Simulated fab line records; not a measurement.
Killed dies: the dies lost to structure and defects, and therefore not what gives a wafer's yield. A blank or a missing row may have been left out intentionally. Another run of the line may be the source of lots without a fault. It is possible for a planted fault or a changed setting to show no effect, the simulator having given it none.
What tool caused it? + flow sky130 + 39 wafers from 13 lots sampled at 4 of the route's 708 steps

## WHAT EACH GAUGE READ, for each wafer
SKY_PWDE_TW_MEAS_10. Usual: for PWDE_TW the level is 373.1 and the standard deviation is 1.8.
| lot  | measured    | on            | PWDE_TW           | flag |
|------|-------------|---------------|-------------------|------|
| L931 | day 4 04:00 | film-metro-01 | 372.0 370.4 372.5 |      |
| L932 | day 4 09:44 | film-metro-01 | 372.2 371.5 372.8 |      |
| L933 | day 4 15:03 | film-metro-01 | 372.0 372.1 372.6 |      |
| L934 | day 4 19:33 | film-metro-03 | 374.1 374.6 373.3 |      |
| L935 | day 5 04:08 | film-metro-01 | 373.2 374.3 374.4 |      |
| L936 | day 5 07:26 | film-metro-03 | 370.5 371.9 370.3 |      |
| L938 | day 5 17:39 | film-metro-01 | 373.6 373.6 373.8 |      |
| L940 | day 6 02:44 | film-metro-02 | 374.1 373.8 374.4 |      |
| L945 | day 7 14:55 | film-metro-03 | 372.0 372.4 370.3 |      |
| L950 | day 8 19:13 | film-metro-01 | 373.8 373.1 375.1 |      |
| L951 | day 8 20:45 | film-metro-03 | 372.8 373.4 373.7 |      |
| L952 | day 9 03:01 | film-metro-03 | 373.2 370.4 370.6 |      |
| L953 | day 9 08:38 | film-metro-03 | 371.7 371.1 371.3 |      |

SKY_VT_ADJUST_LVTN_OVL_MEAS_07. Usual: for VT_ADJUST_LVTN_OVL the level is -0.3 nm and the standard deviation is 1.6.
| lot  | measured     | on         | VT_ADJUST_LVTN_OVL (nm) | flag |
|------|--------------|------------|-------------------------|------|
| L931 | day 7 03:26  | overlay-01 | 0.4 -0.7 -1.1           |      |
| L932 | day 7 09:31  | overlay-01 | 1.3 1.3 -0.2            |      |
| L933 | day 7 16:49  | overlay-02 | 0.8 -0.8 -0.7           |      |
| L934 | day 7 20:17  | overlay-02 | -2.3 -1.1 -3.3          |      |
| L935 | day 8 06:49  | overlay-01 | -1.8 -1.2 0.2           |      |
| L936 | day 8 12:11  | overlay-02 | 0.3 -1.6 -1.8           |      |
| L938 | day 9 01:03  | overlay-02 | -2.1 -2.2 -0.1          |      |
| L940 | day 9 11:52  | overlay-01 | 1.4 -0.4 0.1            |      |
| L945 | day 11 05:43 | overlay-01 | -1.2 0.2 0.4            |      |
| L950 | day 12 13:53 | overlay-02 | -3.4 -1.4 -1.6          |      |
| L951 | day 12 15:02 | overlay-01 | 1.4 0.3 -1.0            |      |
| L952 | day 12 22:35 | overlay-02 | -0.3 -0.6 0.5           |      |
| L953 | day 13 03:53 | overlay-02 | 0.5 -3.6 0.4            |      |

## WHAT TOOL EACH LOT RAN ON (gives the tool, then ch and the chambers of the sampled wafers, and finally the start)
| lot  | SKY_NWELL_STRIP_14                   | SKY_NWELL_IMPLANT_24            |
|------|--------------------------------------|---------------------------------|
| L931 | plasma-asher-03 ch 0,1, day 4 21:05  | implanter-02 ch 0, day 5 14:32  |
| L932 | plasma-asher-02 ch 0,1, day 5 02:49  | implanter-04 ch 0, day 5 19:35  |
| L933 | plasma-asher-03 ch 0, day 5 08:53    | implanter-03 ch 0, day 6 02:08  |
| L934 | plasma-asher-03 ch 0,1, day 5 13:17  | implanter-02 ch 0, day 6 05:53  |
| L935 | plasma-asher-03 ch 0,1, day 5 21:36  | implanter-02 ch 0, day 6 15:28  |
| L936 | plasma-asher-03 ch 0,1, day 6 00:58  | implanter-03 ch 0, day 6 19:11  |
| L938 | plasma-asher-03 ch 1, day 6 11:53    | implanter-02 ch 0, day 7 07:01  |
| L940 | plasma-asher-03 ch 1, day 6 21:17    | implanter-02 ch 0, day 7 17:14  |
| L945 | plasma-asher-04 ch 0,1, day 8 11:52  | implanter-03 ch 0, day 9 09:35  |
| L950 | plasma-asher-02 ch 0,1, day 9 17:01  | implanter-03 ch 0, day 10 14:58 |
| L951 | plasma-asher-02 ch 0,1, day 9 18:19  | implanter-03 ch 0, day 10 15:08 |
| L952 | plasma-asher-03 ch 0,1, day 10 01:19 | implanter-03 ch 0, day 10 23:07 |
| L953 | plasma-asher-04 ch 0,1, day 10 05:38 | implanter-03 ch 0, day 11 03:47 |
- SKY_NWELL_STRIP_14: strips in O2/N2.
- SKY_NWELL_IMPLANT_24

## AS READ BY THE TOOLS THEMSELVES (means over the sampled wafers that have a number; for cases with no such wafer, the mark the record gives instead)
SKY_NWELL_STRIP_14. Usual: drypump-motor-current-A 5.6 A, standard deviation 0.65; oes-product-au 0.722 a.u., standard deviation 0.0048; strip-time-to-endpoint-s 36.91 s, standard deviation 0.096.
| lot  | tool            | drypump-motor-current-A (A) | oes-product-au (a.u.) | strip-time-to-endpoint-s (s) | flag |
|------|-----------------|-----------------------------|-----------------------|------------------------------|------|
| L931 | plasma-asher-03 | 5.4                         | 0.723                 | 36.96                        |      |
| L932 | plasma-asher-02 | 5.9                         | 0.718                 | 36.77                        |      |
| L933 | plasma-asher-03 | 6.3                         | 0.722                 | 36.83                        |      |
| L934 | plasma-asher-03 | 5.4                         | 0.722                 | 36.94                        |      |
| L935 | plasma-asher-03 | 5.8                         | 0.722                 | 36.81                        |      |
| L936 | plasma-asher-03 | 5.8                         | 0.720                 | 36.97                        |      |
| L938 | plasma-asher-03 | 4.9                         | 0.727                 | 36.93                        |      |
| L940 | plasma-asher-03 | 4.9                         | 0.724                 | 36.91                        |      |
| L945 | plasma-asher-04 | 5.6                         | 0.722                 | 36.81                        |      |
| L950 | plasma-asher-02 | 5.4                         | 0.720                 | 36.98                        |      |
| L951 | plasma-asher-02 | 5.4                         | 0.723                 | 36.94                        |      |
| L952 | plasma-asher-03 | 5.8                         | 0.726                 | 36.97                        |      |
| L953 | plasma-asher-04 | 5.6                         | 0.722                 | 37.01                        |      |

SKY_NWELL_IMPLANT_24. Usual: beam-energy-keV reads 140.00 (standard deviation 0.04).
| lot  | tool         | beam-energy-keV | flag |
|------|--------------|-----------------|------|
| L931 | implanter-02 | 140.05          |      |
| L932 | implanter-04 | 140.04          |      |
| L933 | implanter-03 | 139.97          |      |
| L934 | implanter-02 | 140.00          |      |
| L935 | implanter-02 | 140.02          |      |
| L936 | implanter-03 | 139.96          |      |
| L938 | implanter-02 | 153.25          | OFF  |
| L940 | implanter-02 | 153.29          | OFF  |
| L945 | implanter-03 | 139.93          |      |
| L950 | implanter-03 | 139.97          |      |
| L951 | implanter-03 | 140.01          |      |
| L952 | implanter-03 | 140.00          |      |
| L953 | implanter-03 | 139.98          |      |

## THE ANSWER, worked out from the rows above alone
Rule: take the mean of a lot's wafers that have a number; if it is more than 3 standard deviations from the usual mean, the lot is off. A lot without any number at a reading at which 4 lots or more have one is off too. Where the step has rows for the other lots, those lots are counted as sound. The gauges are gone through in route order, then the tools' own readings, and for those a lot's mean is taken as printed above. At the first step where some lot is off, the reading lying furthest off is the one used; lots without a number count as furthest.
Off: L938, L940 (SKY_NWELL_IMPLANT_24, beam-energy-keV).
If a tool, at that step or one of the process steps before it, ran each lot that is off and ran no sound lot following the first of them, it fits. One fits: SKY_NWELL_IMPLANT_24 on implanter-02. A fault onset in the window from L935 (day 6 15:28, its last sound lot) to L938 (day 7 07:01, its first lot off) fits.
On the lots that are off, the tool's own readings at SKY_NWELL_IMPLANT_24 differ by more than 5 times the standard deviation of the sound lots' means, which bears it out; beam-energy-keV reads 153.27 there versus 139.99 on the sound lots.

## WHAT THE SIMULATOR HAD INSERTED
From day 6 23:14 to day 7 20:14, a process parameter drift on implanter-02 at SKY_NWELL_IMPLANT_24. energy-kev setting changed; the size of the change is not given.
Shown lots that were struck: L938, L940. The rule given above showed the same thing.
